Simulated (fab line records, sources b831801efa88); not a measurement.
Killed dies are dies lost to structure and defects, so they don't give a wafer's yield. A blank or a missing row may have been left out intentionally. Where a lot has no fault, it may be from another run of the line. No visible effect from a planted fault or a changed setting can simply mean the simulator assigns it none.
Lot-split experiment :: flow sky130 :: 23 wafers read across 5 lots, on a route 708 steps long

SPLIT DETAILS
At SKY_VT_ADJUST_LVTN_IMPLANT_19, the setting energyKev was moved away from the recipe's 30 on 8 of the 23 wafers read, by -4.0% to -2.4%. All remaining wafers had this setting at the recipe value.

Reading taken at the split's own step.

THE READING
implant.drpNm (the simulator's own value, which no gauge read), in nm, at SKY_VT_ADJUST_LVTN_IMPLANT_19. No usual value for it is given in the file.

wafer: L077.2
tool, chamber at the split: implanter-03, 0
energyKev as run: 30
against the recipe: recipe
implant.drpNm, nm: 42.97
against lot-mates on the recipe: -

wafer: L077.3
tool, chamber at the split: implanter-03, 0
energyKev as run: 30
against the recipe: recipe
implant.drpNm, nm: 42.97
against lot-mates on the recipe: -

wafer: L077.5
tool, chamber at the split: implanter-03, 0
energyKev as run: 30
against the recipe: recipe
implant.drpNm, nm: 42.97
against lot-mates on the recipe: -

wafer: L080.1
tool, chamber at the split: implanter-03, 0
energyKev as run: 29.28
against the recipe: -2.4%
implant.drpNm, nm: 42.13
against lot-mates on the recipe: -0.84

wafer: L080.2
tool, chamber at the split: implanter-03, 0
energyKev as run: 29.28
against the recipe: -2.4%
implant.drpNm, nm: 42.13
against lot-mates on the recipe: -0.84

wafer: L080.5
tool, chamber at the split: implanter-03, 0
energyKev as run: 29.28
against the recipe: -2.4%
implant.drpNm, nm: 42.13
against lot-mates on the recipe: -0.84

wafer: L080.3
tool, chamber at the split: implanter-03, 0
energyKev as run: 30
against the recipe: recipe
implant.drpNm, nm: 42.97
against lot-mates on the recipe: -

wafer: L080.6
tool, chamber at the split: implanter-03, 0
energyKev as run: 30
against the recipe: recipe
implant.drpNm, nm: 42.97
against lot-mates on the recipe: -

wafer: L081.1
tool, chamber at the split: implanter-03, 0
energyKev as run: 30
against the recipe: recipe
implant.drpNm, nm: 42.97
against lot-mates on the recipe: -

wafer: L081.2
tool, chamber at the split: implanter-03, 0
energyKev as run: 30
against the recipe: recipe
implant.drpNm, nm: 42.97
against lot-mates on the recipe: -

wafer: L081.3
tool, chamber at the split: implanter-03, 0
energyKev as run: 30
against the recipe: recipe
implant.drpNm, nm: 42.97
against lot-mates on the recipe: -

wafer: L081.4
tool, chamber at the split: implanter-03, 0
energyKev as run: 28.81
against the recipe: -4.0%
implant.drpNm, nm: 41.53
against lot-mates on the recipe: -1.44

wafer: L081.5
tool, chamber at the split: implanter-03, 0
energyKev as run: 28.81
against the recipe: -4.0%
implant.drpNm, nm: 41.53
against lot-mates on the recipe: -1.44

wafer: L082.2
tool, chamber at the split: implanter-03, 0
energyKev as run: 28.96
against the recipe: -3.5%
implant.drpNm, nm: 41.73
against lot-mates on the recipe: -1.24

wafer: L082.4
tool, chamber at the split: implanter-03, 0
energyKev as run: 28.96
against the recipe: -3.5%
implant.drpNm, nm: 41.73
against lot-mates on the recipe: -1.24

wafer: L082.6
tool, chamber at the split: implanter-03, 0
energyKev as run: 28.96
against the recipe: -3.5%
implant.drpNm, nm: 41.73
against lot-mates on the recipe: -1.24

wafer: L082.3
tool, chamber at the split: implanter-03, 0
energyKev as run: 30
against the recipe: recipe
implant.drpNm, nm: 42.97
against lot-mates on the recipe: -

wafer: L082.5
tool, chamber at the split: implanter-03, 0
energyKev as run: 30
against the recipe: recipe
implant.drpNm, nm: 42.97
against lot-mates on the recipe: -

wafer: L084.1
tool, chamber at the split: implanter-04, 0
energyKev as run: 30
against the recipe: recipe
implant.drpNm, nm: 42.97
against lot-mates on the recipe: -

wafer: L084.2
tool, chamber at the split: implanter-04, 0
energyKev as run: 30
against the recipe: recipe
implant.drpNm, nm: 42.97
against lot-mates on the recipe: -

wafer: L084.4
tool, chamber at the split: implanter-04, 0
energyKev as run: 30
against the recipe: recipe
implant.drpNm, nm: 42.97
against lot-mates on the recipe: -

wafer: L084.5
tool, chamber at the split: implanter-04, 0
energyKev as run: 30
against the recipe: recipe
implant.drpNm, nm: 42.97
against lot-mates on the recipe: -

wafer: L084.6
tool, chamber at the split: implanter-04, 0
energyKev as run: 30
against the recipe: recipe
implant.drpNm, nm: 42.97
against lot-mates on the recipe: -

THE FIT
A straight line over all 23 wafers: implant.drpNm changes by +0.359 nm for each +1% of energyKev; r = +1.00; the points scatter about the line by 0.0094 nm.
The same after taking each lot's own level away (the mean of its wafers on the recipe; 23 wafers): +0.359 nm for each +1%; r = +1.00; scatter 0.0094 nm.
That fit puts the effect of the largest move of energyKev on the reading at 1.4 nm.
The lots' own levels span 42.970 to 42.970 nm.
The two slopes agree, so the slope changes little with the lot-to-lot level.
Check: -1.42 nm against its lot-mates is what the line predicts for one of the wafers moved furthest among these (-4.0%) when that wafer is left out of the fit. It came out at -1.44 nm against them.

OTHER SPLITS ON THESE WAFERS
These wafers also went through other splits before the reading. Each is held against what the fit with the lots' levels taken away leaves over:
other split on the same wafers: SKY_FIELD_ISO_OXIDATION_01 oxTimeS
wafers away from the commonest value: 18
r with implant.drpNm (lot level and that fit taken away): -0.42

other split on the same wafers: SKY_DNWELL_COAT_02 spinRpm
wafers away from the commonest value: 7
r with implant.drpNm (lot level and that fit taken away): +0.28

other split on the same wafers: SKY_DNWELL_DEVELOP_06 developTimeS
wafers away from the commonest value: 9
r with implant.drpNm (lot level and that fit taken away): -0.27

other split on the same wafers: SKY_PWDE_IMPLANT_08 doseCm2
wafers away from the commonest value: 8
r with implant.drpNm (lot level and that fit taken away): +0.37

other split on the same wafers: SKY_NWELL_IMPLANT_11 energyKev
wafers away from the commonest value: 7
r with implant.drpNm (lot level and that fit taken away): -0.23

other split on the same wafers: SKY_NWELL_IMPLANT_24 doseCm2
wafers away from the commonest value: 8
r with implant.drpNm (lot level and that fit taken away): -0.04

other split on the same wafers: SKY_VT_ADJUST_HVTP_IMPLANT_09 doseCm2
wafers away from the commonest value: 9
r with implant.drpNm (lot level and that fit taken away): +0.51

THE WHOLE CHAIN: every reading that the file lists as answering this split, in the file's order
step: SKY_VT_ADJUST_LVTN_IMPLANT_19
what it does: 
reading: implant.rpNm (the simulator's own value, which no gauge read)
change (the file's fit): +0.961 nm for each +1% of the setting
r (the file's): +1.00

step: SKY_VT_ADJUST_LVTN_IMPLANT_19
what it does: 
reading: implant.drpNm (the simulator's own value, which no gauge read)
change (the file's fit): +0.358 nm for each +1% of the setting
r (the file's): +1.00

FILE'S OWN FIT
implant.drpNm changes by +0.358 nm for each +1% of energyKev, r = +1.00.
